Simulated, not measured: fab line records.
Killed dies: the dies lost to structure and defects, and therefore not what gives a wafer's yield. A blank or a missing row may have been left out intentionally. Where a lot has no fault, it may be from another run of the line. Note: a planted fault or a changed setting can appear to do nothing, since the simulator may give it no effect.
Problem report, 8D (eight disciplines) form, completed by code    flow gf180mcu    the parts of the form that need people (team, actions taken, sign-off) are left out

1. WHAT IS WRONG
Wafers free of any fault read 0.330 ohm/sq (standard deviation 0.003) for V1_W_RS at GF_V1_RS_MEAS_24, against a mean of 0.225 ohm/sq on 2 wafers of 2 lots. Relative to the usual mean, that is a shift of -35 standard deviations.
The step: measures by four-point-probe.
First seen on wafer L160.6, day 21 13:13, on film metro-01. At this step, 33 wafers from 11 lots have a number in the record. Rule for "out" (also "out of limits"): further than 4 standard deviations from the usual mean. The other wafers with a number count as sound.

2. WHAT IT IS, WHAT IT ISN'T
question                     is                            is not
which readings at this step  V1_W_RS                       -
which lots                   L160, L164                    L151, L152, L153, L158, L159, L169, L171, L172, L173
which wafers of those lots   L160.6, L164.5                L160.3, L160.4, L164.1, L164.3
read on which gauges         film metro-01, film metro-02  film metro-03
when                         from day 21 13:13             up to then (17 sound wafers); but 14 sound wafers of L164, L169, L171, L172, L173 came after

3. WHAT RULES OUT EACH SUSPECT
Counting: any tool at a process step up to the reading remains a suspect provided it ran every lot that is out. Sound lots after the first of them don't rule it out here, since some wafers of a struck lot are sound.
- the gauge at GF_V1_RS_MEAS_24 has been ruled out. The wafers that are out were read on 2 gauges (film metro-01, film metro-02).
- cvd w-01 at GF_V1_CVD_23 (deposits W, target thk 350 nm, time 105.05 s): kept. It ran every lot that is out, first L160 (day 21 13:07); its last sound lot up to then is L159 (day 21 05:06).
Left after counting: cvd w-01 at GF_V1_CVD_23.

4. THE CAUSE (what the simulator had put in)
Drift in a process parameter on cvd w-01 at GF_V1_CVD_23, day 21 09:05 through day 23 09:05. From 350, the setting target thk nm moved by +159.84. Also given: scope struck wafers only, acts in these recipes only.
The count eliminated every tool but this one.

5. SEQUENCE OF EFFECTS, ordered by route
Each row: a reading whose mean over the struck wafers that have a number lies more than 3 standard deviations from the usual. Only readings for which the record gives a usual standard deviation are gone through. hours: the time from each lot's start at the first step in this table that gives one to its start at this step, as a median over the lots. sigmas: the change in usual standard deviations.
hours  step               reading             usual         on struck wafers  change  sigmas
0      GF_V1_RS_MEAS_24   V1_W_RS             0.330 ohm/sq  0.225             -0.105  -35
0      GF_V1_THK_MEAS_25  V1_W_THK            345 nm        512               +168    +25
0      GF_V1_CMP_26       time to endpoint s  82 s          122               +40     +12
Here are the process steps it includes:
- GF_V1_CMP_26: polishes, stops on SiO2, t overpolish 15 s, target thk 0 nm.
Later steps that measure or inspect, where all struck wafers having a row at the step show a number for every such reading and not one has moved that far: GF_M2_CD_MEAS_14.

6. WHAT WOULD HAVE CAUGHT IT SOONER
The first out-of-limits reading at a measuring or inspecting step in this record came at day 21 13:13, 4 hours after the fault's start at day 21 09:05.
No tool reading at GF_V1_CVD_23 that has a usual standard deviation in the record was out on any struck wafer, so an alarm limit of 4 standard deviations on those readings would not have fired.
L164, from the lots that are out (2), started GF_V1_CVD_23 on cvd w-01 later than day 21 13:13. A tool hold placed at that time would have kept it from harm.
